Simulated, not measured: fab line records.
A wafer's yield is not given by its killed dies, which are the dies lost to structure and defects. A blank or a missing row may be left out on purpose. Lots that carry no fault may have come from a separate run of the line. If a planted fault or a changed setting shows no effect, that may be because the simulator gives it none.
Which of the tools did it? ; flow sky130 ; 36 wafers from 12 lots sampled at 3 of the route's 708 steps

== WHAT EACH GAUGE READ, for each wafer ==
SKY_VT_ADJUST_PCH_OVL_MEAS_07.
lot;measured;on;VT_ADJUST_PCH_OVL (nm)
L075;day 11 02:34;overlay-01;-0.3 1.6 0.9
L077;day 11 20:13;overlay-02;-1.4 0.7 0.1
L079;day 12 10:52;overlay-02;0.5 0.6 -1.3
L081;day 13 00:49;overlay-01;-1.8 0.8 0.8
L083;day 13 16:56;overlay-01;0.6 1.5 0.3
L085;day 14 14:05;overlay-02;-0.1 0.8 -0.6
L087;day 14 21:47;overlay-02;-0.4 0.3 0.7
L089;day 15 17:04;overlay-02;-4.5 -3.0 -3.1
L091;day 16 10:20;overlay-01;-0.5 -1.5 -1.5
L093;day 16 23:19;overlay-01;-0.7 0.2 -0.1
L095;day 17 14:04;overlay-02;-0.8 -2.8 -1.2
L097;day 18 10:43;overlay-01;-1.2 -1.7 -1.3

== WHAT TOOL EACH LOT RAN ON (gives the tool, then ch and the chambers of the sampled wafers, and finally the start) ==
lot;SKY_PWDE_STRIP_09;SKY_NWELL_RTA_28
L075;plasma_asher-02 ch 0,1, day 4 03:59;rtp_anneal-02 ch 0, day 5 15:07
L077;plasma_asher-02 ch 0,1, day 4 18:25;rtp_anneal-01 ch 0, day 6 06:53
L079;plasma_asher-02 ch 0,1, day 5 03:54;rtp_anneal-01 ch 0, day 6 17:52
L081;plasma_asher-01 ch 0,1, day 5 12:57;rtp_anneal-02 ch 0, day 7 03:59
L083;plasma_asher-03 ch 0,1, day 5 22:57;rtp_anneal-02 ch 0, day 7 15:22
L085;plasma_asher-02 ch 0,1, day 6 14:24;rtp_anneal-02 ch 0, day 8 08:01
L087;plasma_asher-01 ch 1, day 6 21:06;rtp_anneal-02 ch 0, day 8 14:55
L089;plasma_asher-02 ch 1, day 7 10:13;rtp_anneal-01 ch 0, day 9 04:39
L091;plasma_asher-03 ch 0,1, day 7 23:54;rtp_anneal-02 ch 0, day 9 20:43
L093;plasma_asher-03 ch 0,1, day 8 07:48;rtp_anneal-01 ch 0, day 10 05:08
L095;plasma_asher-03 ch 0,1, day 8 19:52;rtp_anneal-01 ch 0, day 10 18:34
L097;plasma_asher-02 ch 0, day 9 11:31;rtp_anneal-01 ch 0, day 11 12:50
- SKY_PWDE_STRIP_09: strips in O2/N2.
- SKY_NWELL_RTA_28: time 30 s.

== THE ANSWER, worked out from the rows above alone ==
Rule: the lots themselves supply what counts as usual. The widest of any qualifying gaps counts: lots, ordered by their means at a reading, are off when they make up no more than a third of the lots, leave a main group of 4 or more, and stand apart from it by 3 or more times the standard deviation of that group's means. A main group whose means are all the same, to the digits that the tables above print for the reading, isn't used. A lot without any number at a reading at which 4 lots or more have one is off too. Any other lot the step has rows for is counted as sound.
Nothing can be told from this: no lot is off at any reading shown.

== WHAT THE SIMULATOR HAD INSERTED ==
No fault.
